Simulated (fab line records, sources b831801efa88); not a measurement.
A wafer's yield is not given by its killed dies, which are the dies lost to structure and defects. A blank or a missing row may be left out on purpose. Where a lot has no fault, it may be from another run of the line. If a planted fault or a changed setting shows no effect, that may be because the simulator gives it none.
Problem report in the 8D (eight disciplines) form, filled by code | flow sky130 | the parts of the form that need people (team, actions taken, sign-off) are left out

1. THE PROBLEM
Wafers free of any fault read 2.59 nm (standard deviation 0.057) for SONOS_ONO_OXIDATION_THK at SKY_SONOS_ONO_THK_MEAS_01, against a mean of 2.97 nm on 6 wafers of 2 lots. That is +6.6 standard deviations from the usual mean.
First seen on wafer L305.1, day 13 17:24, on film metro-04. The record has a number at this step for 36 wafers belonging to 12 lots. Rule for "out", or "out of limits": more than 4 standard deviations from the usual mean. The other wafers with a number count as sound.

2. WHAT IT IS AND WHAT IT IS NOT
question                    | is                           | is not
which readings at this step | SONOS_ONO_OXIDATION_THK      | -
which lots                  | L305, L306                   | L289, L290, L291, L294, L295, L296, L301, L309, L311, L312
which wafers of those lots  | all that have a number       | -
read on which gauges        | film metro-01, film metro-04 | film metro-03
when                        | from day 13 17:24            | up to then (21 sound wafers); but 9 sound wafers of L309, L311, L312 came after

3. WHAT RULES OUT EACH SUSPECT
Counting: a tool at any process step up to the reading remains a suspect when it ran all the lots that are out and ran no sound lot after the first of those.
- ruled out: the gauge at SKY_SONOS_ONO_THK_MEAS_01. Those wafers that are out were read across 2 gauges (film metro-01, film metro-04).
- plasma asher-02 at SKY_VT_ADJUST_NCORE_STRIP_10 (strips in O2/N2): ruled out as a lasting fault. The sound lots L312, L311 went through it after L305, its earliest lot that is out (day 10 18:49).
- furnace-01 at SKY_SONOS_ONO_OXIDATION_00 (stabilise 600 s, purge 300 s, target thk 2.6 nm): kept. Every lot that is out went through it, starting with L305 (day 13 16:04), and after that it ran no sound lot; the last sound lot it ran before then is L301 (day 12 10:12).
After counting, what remains is furnace-01 at SKY_SONOS_ONO_OXIDATION_00.

4. THE CAUSE (what the simulator had put in)
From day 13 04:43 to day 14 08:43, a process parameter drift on furnace-01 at SKY_SONOS_ONO_OXIDATION_00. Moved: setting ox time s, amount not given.
After counting, this tool was the only one left.

5. THE CHAIN OF EFFECTS, in route order
Each row: a reading whose mean over the struck wafers that have a number lies more than 3 standard deviations from the usual. Only readings for which the record gives a usual standard deviation are gone through. hours: the time from each lot's start at the first step in this table that gives one to its start at this step, as a median over the lots. sigmas: the change in usual standard deviations.
hours | step                      | reading                 | usual   | on struck wafers | change | sigmas
0     | SKY_SONOS_ONO_THK_MEAS_01 | SONOS_ONO_OXIDATION_THK | 2.59 nm | 2.97             | +0.38  | +6.6

6. HOW IT WOULD HAVE BEEN CAUGHT EARLIER
The first out-of-limits reading at a measuring or inspecting step in this record came at day 13 17:24, 13 hours after the fault's start at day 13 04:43.
Of the lots that are out (2), L306 began SKY_SONOS_ONO_OXIDATION_00 on furnace-01 after day 13 17:24. A tool hold placed at that time would have kept it from harm.
